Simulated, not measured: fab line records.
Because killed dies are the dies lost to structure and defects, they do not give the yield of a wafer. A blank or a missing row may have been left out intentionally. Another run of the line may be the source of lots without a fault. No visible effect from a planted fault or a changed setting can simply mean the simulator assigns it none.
Shared-tool check	flow sky130	11 lots and 42 wafers in the sample

== WHY IT WAS OPENED ==
SKY_NWELL_TW_MEAS_15, reading NWELL_TW: flagged on 3 of 11 lots. No-fault wafers: 1818, standard deviation 10.
Rule: flag the lot when none of its wafers has a number, or when each of its wafers that has one lies beyond 4 standard deviations from that mean. All remaining lots are regarded as sound.

lot	measured	on	NWELL_TW, wafer by wafer	flag
L782	day 4 14:44	film metro-01	1827 1828 1824	
L784	day 5 11:59	film metro-01	1829 1823 1839	
L786	day 5 16:07	film metro-03	1808 1814 1813	
L788	day 6 00:31	film metro-03	30 30 30 30 30 30	FLAGGED
L789	day 6 11:17	film metro-01	30 30 30 30 30 30	FLAGGED
L790	day 6 14:52	film metro-04	30 30 30 30 30 30	FLAGGED
L797	day 8 03:34	film metro-03	1816 1820 1818	
L798	day 8 13:15	film metro-03	1821 1827 1824	
L799	day 8 18:01	film metro-03	1823 1825 1825	
L800	day 8 19:19	film metro-03	1818 1820 1822	
L805	day 10 23:36	film metro-01	1822 1821 1826	
Flagged lots average 30: -1788 relative to the usual, that is -99 or more standard deviations.

== WHICH TOOL EACH LOT WENT THROUGH ==
3 process steps preceding the reading are held in the record, out of 708 steps in the route. Read each cell as the tool, then ch plus the chambers that the sampled wafers visited, then the start.
lot	flag	SKY_FIELD_ISO_STRIP_16	SKY_PWDE_STRIP_09	SKY_NWELL_STRIP_14
L782		plasma asher-02 ch 0,1, day 2 03:26	plasma asher-01 ch 0,1, day 3 22:09	plasma asher-01 ch 0,1, day 4 14:38
L784		plasma asher-01 ch 0,1, day 3 02:56	plasma asher-02 ch 0,1, day 4 18:12	plasma asher-04 ch 0,1, day 5 11:53
L786		plasma asher-01 ch 0,1, day 3 07:32	plasma asher-01 ch 0,1, day 4 21:27	plasma asher-04 ch 0,1, day 5 16:00
L788	FLAGGED	plasma asher-03 ch 0,1, day 3 11:58	plasma asher-01 ch 0,1, day 5 05:29	plasma asher-04 ch 0,1, day 6 00:26
L789	FLAGGED	plasma asher-02 ch 0,1, day 3 18:50	plasma asher-01 ch 0,1, day 5 15:58	plasma asher-01 ch 0,1, day 6 11:11
L790	FLAGGED	plasma asher-03 ch 0,1, day 3 21:32	plasma asher-04 ch 0,1, day 5 19:27	plasma asher-01 ch 0, day 6 14:45
L797		plasma asher-03 ch 0,1, day 5 10:38	plasma asher-04 ch 0,1, day 7 07:27	plasma asher-03 ch 0,1, day 8 03:27
L798		plasma asher-01 ch 0,1, day 5 18:59	plasma asher-04 ch 0,1, day 7 17:43	plasma asher-04 ch 0,1, day 8 13:09
L799		plasma asher-01 ch 0,1, day 5 23:55	plasma asher-02 ch 0,1, day 7 22:38	plasma asher-04 ch 0,1, day 8 17:56
L800		plasma asher-01 ch 0,1, day 6 03:25	plasma asher-04 ch 0,1, day 7 23:23	plasma asher-01 ch 0,1, day 8 19:14
L805		plasma asher-01 ch 0,1, day 7 04:41	plasma asher-01 ch 0,1, day 9 23:43	plasma asher-03 ch 0,1, day 10 23:30
These steps, and what they do:
- SKY_FIELD_ISO_STRIP_16: strips in O2/N2.
- SKY_PWDE_STRIP_09: strips in O2/N2.
- SKY_NWELL_STRIP_14: strips in O2/N2.
- SKY_NWELL_TW_MEAS_15

== FLAGGED OVER TOTAL, TOOL BY TOOL (the gauges that took the reading come last) ==
step	tool	lots run	flagged	share of the flagged lots	sound lots run after its first flagged lot
SKY_FIELD_ISO_STRIP_16	plasma asher-01	6	0	none	-
SKY_FIELD_ISO_STRIP_16	plasma asher-02	2	1	some	0
SKY_FIELD_ISO_STRIP_16	plasma asher-03	3	2	some	1 (L797)
SKY_PWDE_STRIP_09	plasma asher-01	5	2	some	1 (L805)
SKY_PWDE_STRIP_09	plasma asher-02	2	0	none	-
SKY_PWDE_STRIP_09	plasma asher-04	4	1	some	3 (L797,L798,L800)
SKY_NWELL_STRIP_14	plasma asher-01	4	2	some	1 (L800)
SKY_NWELL_STRIP_14	plasma asher-03	2	0	none	-
SKY_NWELL_STRIP_14	plasma asher-04	5	1	some	2 (L798,L799)
SKY_NWELL_TW_MEAS_15	film metro-01	4	1	some	1 (L805)
SKY_NWELL_TW_MEAS_15	film metro-03	6	1	some	4 (L797,L798,L799,L800)
SKY_NWELL_TW_MEAS_15	film metro-04	1	1	some	0

== WHAT THE TABLE ALLOWS ==
No row of the table ran every flagged lot.

== WHAT THE SIMULATOR PUT IN ==
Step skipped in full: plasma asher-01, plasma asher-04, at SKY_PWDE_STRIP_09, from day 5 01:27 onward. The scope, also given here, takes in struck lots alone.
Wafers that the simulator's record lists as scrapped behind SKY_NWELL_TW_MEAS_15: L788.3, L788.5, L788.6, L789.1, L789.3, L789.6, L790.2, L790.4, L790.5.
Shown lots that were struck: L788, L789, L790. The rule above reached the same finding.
